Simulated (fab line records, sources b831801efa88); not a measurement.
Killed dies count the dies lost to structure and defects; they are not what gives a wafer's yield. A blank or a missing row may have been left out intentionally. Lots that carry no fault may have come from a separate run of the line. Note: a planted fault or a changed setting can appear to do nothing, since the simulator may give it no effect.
A lot that was struck, set against a sound lot    flow sfq-line    17 steps out of a route of 325
Sound: wafers L188.1, L188.3, L188.4. Struck: wafer L193.5. (L193.4, L193.6 of the same lot were not struck and are left out.) The cause comes at the end.
Order at every step that has rows: each side's tool, ch and its chambers, its first start. Under that, the readings that differ: sound wafers    struck wafers    difference of the means    sigmas: that difference in standard deviations of wafers without a fault.
alike: same words and numbers on both sides, and readings whose means sit less than 2 such deviations apart. not compared: any withheld reading, any reading some wafer has no value for, any bound like >300 that may hide the same value, and any number with overlapping values for which the record gives no deviation.
A row with sigmas, a row that says differs or no value, or rows on one side alone: a step with any of these is where the two part. Numbers that have no deviation but don't overlap get no sigmas and don't part them. A reading that every wafer of one side lacks parts them only if that side has two wafers or more.

SFQ_TRILAYER_I7_VIA_STRIP_STRIP_191: strips in O2.
  sound on rie-metal-03 ch 0,1, day 82 19:56; struck on rie-metal-03 ch 0, day 90 19:19
  alike: drypump-motor-current-A, oes-product-au
  not compared: rf-hours-counter-h
then, 8 steps without rows for these wafers: SFQ_TRILAYER_I7_VIA_STRIP_SOLV_CLEAN_192 (cleans in NMP, time 600 s); SFQ_TRILAYER_M8_LITHO_LOR_COAT_197; SFQ_TRILAYER_M8_LITHO_LOR_BAKE_198; SFQ_TRILAYER_M8_LITHO_COAT_193 (resist thk 600 nm); SFQ_TRILAYER_M8_LITHO_SOFTBAKE_199; SFQ_TRILAYER_M8_LITHO_EXPOSE_194 (exposes mask M8, target cd 2000 nm); SFQ_TRILAYER_M8_LITHO_PEB_196 (peb time 60 s); SFQ_TRILAYER_M8_LITHO_DEVELOP_195 (img clear 15 s, time 55 s).
SFQ_M8_OVL_MEAS_948:
  struck on overlay-02, day 91 06:14; sound on overlay-02, day 83 01:44
  alike: M8_OVL
then, 2 steps without rows for these wafers: SFQ_TRILAYER_M8_DEP_EVAP_197 (material Ti, target thk 20 nm, time 100 s); SFQ_TRILAYER_M8_DEP_EVAP_198 (material Pt, target thk 50 nm, time 250 s).
SFQ_TRILAYER_M8_DEP_EVAP_196: material Au, target thk 180 nm, time 900 s.
  struck on pvd-sputter-02, day 91 06:30; sound on pvd-sputter-02, day 83 02:01
reading                                           sound              struck  difference  sigmas
model.Au_of_TRILAYER_M8_DEP_EVAP_196.thk-nm (nm)  179.9 177.6 178.4  184.3   +5.7        
  alike: cathode-dc-power-W
SFQ_M8_RS_MEAS_949: the measuring method here is four-point-probe.
  struck on film-metro-02, day 91 07:08; sound on film-metro-01, day 83 02:31
reading            sound                 struck  difference  sigmas
M8_AU_RS (ohm/sq)  0.1538 0.1557 0.1551  0.1499  -0.0050     -3
SFQ_M8_THK_MEAS_950: measures by xrf.
  struck on film-metro-02, day 91 07:14; sound on film-metro-01, day 83 02:38
reading         sound              struck  difference  sigmas
M8_AU_THK (nm)  183.0 180.8 180.4  186.1   +4.7        +2
then, 1 step without rows for these wafers: SFQ_TRILAYER_M8_LIFTOFF_LIFTOFF_197 (chemistry NMP, time 600 s).
SFQ_M8_BOW_MEAS_951:
  struck on film-metro-04, day 91 07:30; sound on film-metro-04, day 83 02:53
reading                sound                 struck  difference  sigmas
model.etest.m8.ohm-sq  0.1536 0.1557 0.1549  0.1499  -0.0048     
  alike: M8_BOW

WHERE THEY PART
At SFQ_M8_RS_MEAS_949 first; at SFQ_M8_THK_MEAS_950 last (within this record only). Later steps at which nothing parts them and some readings are alike: SFQ_M8_BOW_MEAS_951.

WHY: whatever the simulator had introduced
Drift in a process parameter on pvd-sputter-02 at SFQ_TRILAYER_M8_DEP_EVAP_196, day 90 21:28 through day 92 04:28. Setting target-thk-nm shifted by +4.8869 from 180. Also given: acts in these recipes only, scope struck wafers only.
